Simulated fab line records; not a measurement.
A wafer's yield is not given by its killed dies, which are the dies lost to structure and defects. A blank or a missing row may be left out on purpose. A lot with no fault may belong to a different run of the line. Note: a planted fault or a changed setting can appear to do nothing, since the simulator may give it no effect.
fab line records	flow gf180mcu
record: lots: 14	wafers: 41	last-day: 34
route steps=602 shown V4@480 MIM@505
lots untouched by any fault: they come from a run of this same line in which no faults occurred
start-h: hours from the record's opening day to when the first of the lot's shown wafers began	wait-h: how many hours have passed since the lot's step before this one	" as in the row above	L1.1+2: a row that stands for several wafers	- no value, or no start given	* or withheld: withheld	< > ~ a bound
route shown NAME@n: a module of which the file shows steps, and the number in the route of the first	usual: mean and standard deviation over wafers with no fault	same: alike in all rows	chamber/n: place in a boat	sites: readings site by site	_std_site: how widely they spread, as a standard deviation	_edge_site: outer sites' mean less inner sites'	radius-mm: for every site, how far away it sits from the centre of the wafer	mask NAME#n: copy n	behind: the most recent tool/chamber to have shaped the wafer	hold: why the lot was held/for how many hours/how that ended	device: the n, p or np transistor that did not switch	end of line: at the end of the route, the tests of the same wafers	step lacking rows: just its recipe	killed: dies lost to structure and defects at the first sort, not the wafer's yield	map: per-die view of a wafer (x killed, . not killed, _ where there is no die)
set.NAME: the setting the step ran with; set.NAME@STEP: the setting that earlier step ran with	model.NAME: the simulator's own value behind a step, which no gauge read
the route's steps for a sample of lots (tables are steps, rows are wafers)
services: when a tool's chamber went out of use (start-h, in hours from the record's first day, below 0 if earlier), for how many hours, and the reason
== steps ==
step: GF_V4_CMP_04
recipe: material: SiO2	down-force-psi: 4	platen-rpm: 60	pad-velocity-m-s: 0.94248
usual: edge-zone-pressure-frac: 1.000/0.0051	motor-current-A: 11.7/1.6	platen-rpm: 60.00/0.04	time-to-endpoint-s: 82/6
lot.wafer	tool	chamber	start-h	wait-h	edge-zone-pressure-frac	motor-current-A	platen-rpm	time-to-endpoint-s
L611.3	cmp-01	3	560.11	0.1	0.995	9.9	59.90	78
L611.6	"	1	"	"	0.998	11.1	60.01	79
L611.5	"	2	"	"	0.999	12.9	59.98	77
L612.1	cmp-02	3	570.65	0.1	0.999	11.3	59.99	76
L612.2	"	1	"	"	1.003	14.1	60.00	74
L612.3	"	2	"	"	0.998	13.1	59.99	79
L613.3	cmp-02	3	571.54	0.1	1.003	11.3	60.01	70
L613.2	"	0	"	"	1.007	12.3	60.01	72
L613.5	"	3	"	"	1.004	11.1	60.01	74
L614.4	cmp-02	1	577.20	0.1	0.991	14.3	60.03	85
L614.5	"	0	"	"	1.003	12.4	60.07	85
L614.6	"	1	"	"	0.990	14.5	60.01	85
L617.3	cmp-02	2	605.73	0.1	0.995	13.2	59.98	90
L617.4	"	3	"	"	0.993	10.8	59.97	76
L619.3	cmp-02	0	619.86	0.1	0.998	11.4	59.94	97
L619.4	"	1	"	"	1.006	14.0	60.01	88
L619.6	"	2	"	"	1.003	13.0	60.01	85
L622.3	cmp-01	2	647.50	0.0	0.999	13.6	59.97	82
L622.4	"	1	"	"	1.008	11.0	59.93	90
L622.5	"	3	"	"	0.998	9.6	60.02	91
L625.3	cmp-02	3	690.30	0.0	0.995	11.2	60.02	76
L625.2	"	0	"	"	0.994	12.4	60.01	79
L625.1	"	1	"	"	0.998	13.8	60.01	83
L626.2	cmp-01	3	691.63	0.0	1.000	9.5	60.07	84
L626.3	"	2	"	"	1.006	13.7	60.01	83
L626.6	"	0	"	"	0.993	9.6	60.00	87
L627.2	cmp-01	0	704.03	0.0	0.997	9.9	59.94	83
L627.4	"	2	"	"	0.999	12.7	59.98	92
L627.5	"	1	"	"	1.001	11.9	60.00	89
L628.3	cmp-01	2	706.82	0.0	0.999	13.4	60.04	82
L628.4	"	0	"	"	0.999	9.3	59.96	83
L628.2	"	1	"	"	1.006	12.0	60.00	82
L630.1	cmp-01	3	716.92	0.2	1.002	10.3	59.95	88
L630.3	"	1	"	"	0.997	10.7	60.05	80
L630.6	"	3	"	"	1.000	9.2	60.02	94
L631.1	cmp-02	1	717.02	0.1	1.003	14.2	60.07	76
L631.4	"	0	"	"	0.993	12.0	60.07	81
L631.6	"	2	"	"	1.001	12.7	59.95	86
L629.2	cmp-02	2	717.58	0.0	1.004	13.5	60.04	78
L629.3	"	3	"	"	0.998	10.7	59.92	76
L629.5	"	2	"	"	1.001	12.8	60.00	79
step: GF_V4_ETCH_17
recipe: chemistry: C4F8/O2/Ar	mask-material: KrF	target: SiO2	stop-on: TiN	source-w: 1500	bias-w: 1200	pressure-mtorr: 40	c4f8-flow-sccm: withheld	O2_flow_sccm: 6	Ar_flow_sccm: 300	time-s: withheld	target-depth-a: 6300
usual: bias-w: 1200/3.5	oes-product-au: 0.856/0.0048
lot.wafer	tool	chamber	start-h	wait-h	bias-w	oes-product-au
L611.3	rie-diel-01	3	-	-	1203	0.862
L611.5	"	1	"	"	1205	0.855
L611.6	"	0	"	"	1204	0.854
L612.1	rie-diel-01	2	-	-	1193	0.858
L612.2	"	1	"	"	1198	0.853
L612.3	"	0	"	"	1198	0.857
L613.2	rie-diel-04	2	-	-	1193	0.846
L613.3	"	0	"	"	1198	0.856
L613.5	"	2	"	"	1199	0.850
L614.4	rie-diel-04	2	-	-	1200	0.857
L614.5	"	2	"	"	1199	0.851
L614.6	"	3	"	"	1198	0.862
L617.3	rie-diel-01	2	-	-	1200	0.909
L617.4	"	0	"	"	1198	0.861
L619.3	rie-diel-03	0	-	-	1202	0.913
L619.4	"	3	"	"	1199	0.862
L619.6	"	0	"	"	1203	0.855
L622.3	rie-diel-03	2	-	-	1204	0.857
L622.4	"	3	"	"	1201	0.857
L622.5	"	2	"	"	1204	0.848
L625.1	rie-diel-04	2	-	-	1201	0.857
L625.2	"	0	"	"	1196	0.852
L625.3	"	1	"	"	1200	0.855
L626.2	rie-diel-01	0	-	-	1205	0.865
L626.3	"	3	"	"	1202	0.856
L626.6	"	2	"	"	1198	0.855
L627.2	rie-diel-04	2	-	-	1204	0.858
L627.4	"	2	"	"	1195	0.859
L627.5	"	0	"	"	1195	0.856
L628.2	rie-diel-04	0	-	-	1203	0.853
L628.3	"	2	"	"	1198	0.866
L628.4	"	1	"	"	1201	0.853
L630.1	rie-diel-04	2	-	-	1203	0.852
L630.3	"	1	"	"	1207	0.862
L630.6	"	0	"	"	1198	0.852
L631.1	rie-diel-01	1	-	-	1197	0.853
L631.4	"	2	"	"	1209	0.853
L631.6	"	0	"	"	1204	0.852
L629.2	rie-diel-03	0	-	-	1198	0.848
L629.3	"	3	"	"	1204	0.862
L629.5	"	3	"	"	1205	0.855
step: GF_V4_SPUTTER_21
recipe: material: Ti	target-thk-nm: 15	chamber-pressure-pa: 5	power-w: 2500	substrate-temp-c: 200	time-s: 80.02
usual: throttle-valve-pct: 29.6/1.2
same: time-s: 80.02
lot.wafer	tool	chamber	start-h	wait-h	throttle-valve-pct
L611.3	pvd-sputter-02	-	583.05	0.0	29.2
L611.5	"	-	"	"	27.7
L611.6	"	-	"	"	29.0
L612.1	pvd-sputter-01	-	593.49	0.0	29.3
L612.2	"	-	"	"	30.0
L612.3	"	-	"	"	30.7
L613.2	pvd-sputter-04	-	594.40	0.0	30.2
L613.3	"	-	"	"	30.6
L613.5	"	-	"	"	29.9
L614.4	pvd-sputter-02	-	599.79	0.0	27.5
L614.5	"	-	"	"	29.2
L614.6	"	-	"	"	27.4
L617.3	pvd-sputter-04	-	627.60	0.0	29.0
L617.4	"	-	"	"	30.0
L619.3	pvd-sputter-01	-	641.33	0.0	30.8
L619.4	"	-	"	"	29.1
L619.6	"	-	"	"	29.3
L622.3	pvd-sputter-04	-	667.61	0.0	30.4
L622.4	"	-	"	"	30.2
L622.5	"	-	"	"	31.9
L625.1	pvd-sputter-04	-	710.13	0.0	29.0
L625.2	"	-	"	"	31.8
L625.3	"	-	"	"	29.8
L626.2	pvd-sputter-01	-	710.55	0.0	30.7
L626.3	"	-	"	"	29.5
L626.6	"	-	"	"	30.2
L627.2	pvd-sputter-02	-	723.26	0.0	28.9
L627.4	"	-	"	"	29.4
L627.5	"	-	"	"	29.4
L628.2	pvd-sputter-01	-	724.74	0.0	27.7
L628.3	"	-	"	"	30.9
L628.4	"	-	"	"	27.5
L630.1	pvd-sputter-02	-	735.23	0.0	27.6
L630.3	"	-	"	"	29.0
L630.6	"	-	"	"	28.6
L631.1	pvd-sputter-04	-	735.58	0.0	28.7
L631.4	"	-	"	"	29.8
L631.6	"	-	"	"	31.8
L629.2	pvd-sputter-04	-	735.93	0.0	31.8
L629.3	"	-	"	"	29.0
L629.5	"	-	"	"	30.0
step: GF_V4_THK_MEAS_25
recipe: thk-meas-gauge: xrf	reads: W_of_V4_CVD_23
usual: V4_W_THK: 358/6.6
lot.wafer	tool	chamber	start-h	wait-h	V4_W_THK[nm]
L611.3	film-metro-04	-	583.40	0.1	353
L611.5	"	-	"	"	357
L611.6	"	-	"	"	352
L612.1	film-metro-04	-	593.82	0.1	354
L612.2	"	-	"	"	354
L612.3	"	-	"	"	353
L613.2	film-metro-03	-	594.74	0.1	355
L613.3	"	-	"	"	353
L613.5	"	-	"	"	357
L614.4	film-metro-04	-	600.16	0.1	354
L614.5	"	-	"	"	352
L614.6	"	-	"	"	357
L617.3	film-metro-03	-	627.95	0.1	350
L617.4	"	-	"	"	355
L619.3	film-metro-03	-	641.68	0.1	360
L619.4	"	-	"	"	372
L619.6	"	-	"	"	372
L622.3	film-metro-03	-	667.96	0.1	355
L622.4	"	-	"	"	350
L622.5	"	-	"	"	351
L625.1	film-metro-03	-	710.47	0.1	357
L625.2	"	-	"	"	368
L625.3	"	-	"	"	367
L626.2	film-metro-04	-	710.90	0.1	354
L626.3	"	-	"	"	359
L626.6	"	-	"	"	353
L627.2	film-metro-02	-	723.60	0.1	356
L627.4	"	-	"	"	360
L627.5	"	-	"	"	359
L628.2	film-metro-03	-	725.08	0.1	357
L628.3	"	-	"	"	358
L628.4	"	-	"	"	357
L630.1	film-metro-03	-	735.56	0.1	353
L630.3	"	-	"	"	354
L630.6	"	-	"	"	358
L631.1	film-metro-04	-	735.91	0.1	365
L631.4	"	-	"	"	373
L631.6	"	-	"	"	376
L629.2	film-metro-04	-	736.27	0.1	379
L629.3	"	-	"	"	365
L629.5	"	-	"	"	366
step: GF_MIM_SPUTTER_02
recipe: material: AlCu	target-thk-nm: 450	power-w: 10600	time-s: 23.9	chamber-pressure-pa: 0.4
usual: throttle-valve-pct: 29.5/1.3
same: time-s: 23.9
lot.wafer	tool	chamber	start-h	wait-h	throttle-valve-pct
L611.3	pvd-sputter-01	-	583.87	0.0	30.1
L611.5	"	-	"	"	29.1
L611.6	"	-	"	"	30.0
L612.1	pvd-sputter-02	-	594.31	0.0	29.0
L612.2	"	-	"	"	29.3
L612.3	"	-	"	"	27.4
L613.2	pvd-sputter-03	-	595.22	0.0	27.8
L613.3	"	-	"	"	30.7
L613.5	"	-	"	"	30.9
L614.4	pvd-sputter-01	-	600.63	0.0	29.4
L614.5	"	-	"	"	31.0
L614.6	"	-	"	"	30.0
L617.3	pvd-sputter-01	-	628.42	0.0	30.1
L617.4	"	-	"	"	27.5
L619.3	pvd-sputter-02	-	642.15	0.0	29.1
L619.4	"	-	"	"	28.8
L619.6	"	-	"	"	29.2
L622.3	pvd-sputter-03	-	668.43	0.0	30.8
L622.4	"	-	"	"	29.8
L622.5	"	-	"	"	30.0
L625.1	pvd-sputter-02	-	710.96	0.0	27.5
L625.2	"	-	"	"	30.2
L625.3	"	-	"	"	29.4
L626.2	pvd-sputter-01	-	711.39	0.0	30.2
L626.3	"	-	"	"	27.5
L626.6	"	-	"	"	30.5
L627.2	pvd-sputter-01	-	724.08	0.0	30.9
L627.4	"	-	"	"	29.2
L627.5	"	-	"	"	30.6
L628.2	pvd-sputter-01	-	725.56	0.0	29.2
L628.3	"	-	"	"	30.6
L628.4	"	-	"	"	27.5
L630.1	pvd-sputter-01	-	736.05	0.0	30.7
L630.3	"	-	"	"	29.5
L630.6	"	-	"	"	30.1
L631.1	pvd-sputter-02	-	736.40	0.0	27.6
L631.4	"	-	"	"	29.8
L631.6	"	-	"	"	27.3
L629.2	pvd-sputter-03	-	736.75	0.0	29.6
L629.3	"	-	"	"	31.6
L629.5	"	-	"	"	31.3
== services ==
tool	chamber	start-h	hours	kind
rie-diel-04	2	544.35	9.1	repair
cmp-02	-	550.84	12.0	repair
pvd-sputter-02	-	552.20	2.9	repair
pvd-sputter-01	-	558.29	4.2	repair
pvd-sputter-04	-	566.35	1.3	repair
cmp-02	-	572.00	4.0	pm
pvd-sputter-04	-	582.99	1.4	repair
rie-diel-03	2	596.19	7.1	repair
pvd-sputter-04	-	609.94	1.9	repair
rie-diel-01	1	618.41	8.3	repair
cmp-02	-	622.92	2.2	repair
rie-diel-04	2	641.04	8.2	repair
cmp-01	-	664.24	4.9	pm
rie-diel-01	2	665.94	29.3	repair
rie-diel-04	0	668.25	6.3	repair
cmp-01	-	682.03	1.9	repair
pvd-sputter-01	-	699.70	3.4	repair
rie-diel-04	-	701.21	2.8	pm
cmp-02	-	701.34	6.6	repair
rie-diel-04	3	707.81	18.5	repair
rie-diel-01	-	708.85	0.4	repair
pvd-sputter-04	-	717.91	1.9	repair
pvd-sputter-03	-	719.84	9.9	repair
rie-diel-04	2	726.75	6.3	repair
== key ==
first-sign: step: GF_V4_ETCH_17	reading: oes-product-au	direction: up	sigmas: 11	usual: 0.856	struck: 0.911
effect none on later readings
met-at GF_V4_CMP_04
struck-lots L617,L619
struck-wafers L617.3,L619.3
sort-left-out L617.3
not-acting-at GF_V4_SPUTTER_21,GF_V4_THK_MEAS_25,GF_MIM_SPUTTER_02
onset-between 577.20 605.73
fault: kind: process-parameter-drift	tool: cmp-02	chamber: -	onset-h: 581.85	steps: GF_V4_CMP_04	channel: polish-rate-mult	offset: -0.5	shape: step	end-h: 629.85	scope: struck-wafers-only
sort-left-out: the simulated sort isn't trusted on such a fault, so these wafers' sort isn't shown, and their yield isn't known
